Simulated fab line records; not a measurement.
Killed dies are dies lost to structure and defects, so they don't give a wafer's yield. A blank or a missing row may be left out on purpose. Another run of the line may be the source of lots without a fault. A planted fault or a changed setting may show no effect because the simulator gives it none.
Struck lot and sound lot, side by side | flow sky130 | 14 out of 708 route steps
Sound: the wafers L172.1, L172.4, L172.5. The struck wafers were L184.1, L184.3, L184.5. The cause is given at the end.
For every step that has rows: the tool of each side, followed by ch and its chambers, followed by its first start. Under that, the readings that differ: sound wafers | struck wafers | difference of the means | sigmas: that difference in standard deviations of wafers without a fault.
alike: readings whose means differ by less than 2 such deviations, and words and numbers that are the same on both sides. not compared: withheld readings, readings that some wafer has no value for, bounds like >300 that may hide the same value, and numbers for which the record gives no deviation and whose values overlap.
Wherever a step has rows on one side only, a row that says differs or no value, or a row with sigmas, the two part there. When numbers do not overlap yet have no deviation, they are printed without sigmas and do not part them. Lack of a reading on every wafer of one side parts them only where that side has two or more wafers.

SKY_VIA3_CMP_02: polishes SiO2.
  sound on cmp-02 ch 1,3, day 38 19:07; struck on cmp-01 ch 0,2,3, day 42 11:31
  alike: motorCurrentA, platenRpm
SKY_VIA3_BOW_MEAS_03:
  sound: filmMetro-02 at day 38 19:25; struck: filmMetro-04 at day 42 11:43
  alike: VIA3_BOW
then, 8 steps without rows for these wafers: SKY_VIA3_DEHYDRATE_04 (time 60 s); SKY_VIA3_HMDS_05 (prime time 60 s); SKY_VIA3_COAT_06 (resist thk 60 nm); SKY_VIA3_COAT_07 (resist thk 450 nm); SKY_VIA3_SOFTBAKE_08 (time 90 s); SKY_VIA3_EXPOSE_09 (exposes mask VIM3, target cd 200 nm); SKY_VIA3_PEB_10; SKY_VIA3_DEVELOP_11 (develop time 60 s).
SKY_VIA3_CD_MEAS_12: the cd target is 200 nm.
  sound: cdSem-02 at day 39 19:50; struck: cdSem-01 at day 43 10:19
  alike: cdNm
SKY_VIA3_OVL_MEAS_13:
  sound: overlay-02 at day 39 19:58; struck: overlay-01 at day 43 10:26
  alike: VIA3_OVL
SKY_VIA3_ETCH_14: etches BARC in N2/H2, stops on SiO2, time 45.9 s, target depth 60 nm.
  sound on rieDiel-03 ch 0,2,3, day 39 20:00; struck on rieDiel-01 ch 0,2,3, day 43 10:28
reading                                    | sound                | struck               | difference | sigmas
oesProductAu (a.u.)                        | 0.852 0.850 0.857    | 0.928 0.925 0.927    | +0.074     | +19
runLengthS (s)                             | 74.0 74.6 73.3       | 69.5 70.1 70.2       | -4.0       | -9
throttleValvePct (%)                       | 13.220 13.218 13.215 | 13.230 13.231 13.243 | +0.017     | +2
model.KrF-thick_of_VIA3_COAT_07.thkNm (nm) | 393.6 394.4 393      | 395.2 396.5 397.7    | +2.8       | 
  alike: chamberPressureMTorr, drypumpMotorCurrentA
  not compared: rfHoursCounterH
SKY_VIA3_ETCH_15: etches SiO2 in C4F8/O2/Ar, stops on TiN, target depth 507 nm, time 78 s.
  sound on rieDiel-03 ch 0,2,3, day 39 20:02; struck on rieDiel-01 ch 0,2,3, day 43 10:31
  alike: chamberPressureMTorr, oesProductAu, runLengthS
  not compared: rfHoursCounterH

## WHERE THEY PART
Only at SKY_VIA3_ETCH_14, as far as this record shows. Later steps at which nothing parts them and some readings are alike: SKY_VIA3_ETCH_15.

WHY: what the simulator had put in
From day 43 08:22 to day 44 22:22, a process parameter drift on rieDiel-01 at SKY_VIA3_ETCH_14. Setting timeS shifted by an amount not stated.
